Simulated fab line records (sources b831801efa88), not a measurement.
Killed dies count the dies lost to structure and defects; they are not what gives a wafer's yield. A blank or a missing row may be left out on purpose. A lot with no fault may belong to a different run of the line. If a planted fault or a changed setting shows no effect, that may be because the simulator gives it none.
One fault seen from 2 desks + flow sky130 + each desk holds nothing but its own numbers, with what lay behind them at the end

## AT THE TOOL OWNER'S DESK: pecvd-02
The tool's own readings at SKY_PASSIVATION_CVD_02 (deposits Si3N4, target thk 540 nm): means of the sampled wafers that have a number, for each lot that ran on this tool. Any lot whose mean is over 4 standard deviations away from the usual mean is out of limits and marked OUT; that distance is given in the brackets.
Columns: A = heater_power_outer_w at SKY_PASSIVATION_CVD_02, usual 437 W; B = heater_power_w at SKY_PASSIVATION_CVD_02, usual 712 W; C = rf_fwd_power_W at SKY_PASSIVATION_CVD_02, usual 449.3 W
| lot  | first seen here | A   | B   | C               |
|------|-----------------|-----|-----|-----------------|
| L264 | day 44 14:42    | 457 | 763 | 449.1           |
| L270 | day 46 05:46    | 426 | 688 | 448.8           |
| L274 | day 47 03:20    | 462 | 761 | 390.0 (-42) OUT |
This desk finds L274 out of limits, L274 being first, at day 47 03:20 (rf_fwd_power_W at SKY_PASSIVATION_CVD_02). Within limits: L264, L270.

## AT THE METROLOGY DESK
What the gauges read for every lot (on any tool): the sampled wafers with a number, averaged. Any lot whose mean is over 4 standard deviations away from the usual mean is out of limits and marked OUT; that distance is given in the brackets.
Columns: A = CAP2M_TIN_RS at SKY_CAP2M_RS_MEAS_03, usual 6.91 ohm/sq; B = VIA4_BOW at SKY_VIA4_BOW_MEAS_03, usual 81 um; C = PASSIVATION_CVD_02_THK at SKY_PASSIVATION_THK_MEAS_03, usual 540 nm
| lot  | first seen here | A    | B  | C              |
|------|-----------------|------|----|----------------|
| L264 | day 40 12:04    | 6.98 | 78 | 530            |
| L265 | day 41 03:36    | 6.89 | 74 | 540            |
| L266 | day 41 06:01    | 6.94 | 82 | 540            |
| L268 | day 41 11:55    | 6.86 | 75 | 545            |
| L270 | day 42 09:50    | 6.95 | 91 | 538            |
| L274 | day 43 11:19    | 6.93 | 89 | 505 (-4.6) OUT |
| L277 | day 44 18:13    | 7.06 | 85 | 543            |
| L281 | day 45 15:53    | 6.91 | 91 | 550            |
| L280 | day 45 17:55    | 6.93 | 85 | 542            |
| L282 | day 45 21:25    | 6.76 | 71 | 542            |
This desk reports L274 out of limits; the earliest was L274 at day 47 03:34 (PASSIVATION_CVD_02_THK at SKY_PASSIVATION_THK_MEAS_03). Within limits: L264, L265, L266, L268, L270, L277, L281, L280, L282.

## PUT TOGETHER
On L274, at day 47 03:20, an alarm was possible from the tool owner's desk.
The metrology desk could have raised an alarm at day 47 03:34, on L274.
SKY_PASSIVATION_CVD_02 was run on pecvd-02 by each of the lots named.

## WHAT THE SIMULATOR PUT IN
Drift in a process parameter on pecvd-02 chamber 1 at SKY_PASSIVATION_CVD_02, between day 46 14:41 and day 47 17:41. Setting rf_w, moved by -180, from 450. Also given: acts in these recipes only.
Lots struck among those shown: L274.
Time in hours from fault onset to the first out-of-limits reading at each desk: tool owner's desk 13, metrology desk 13.
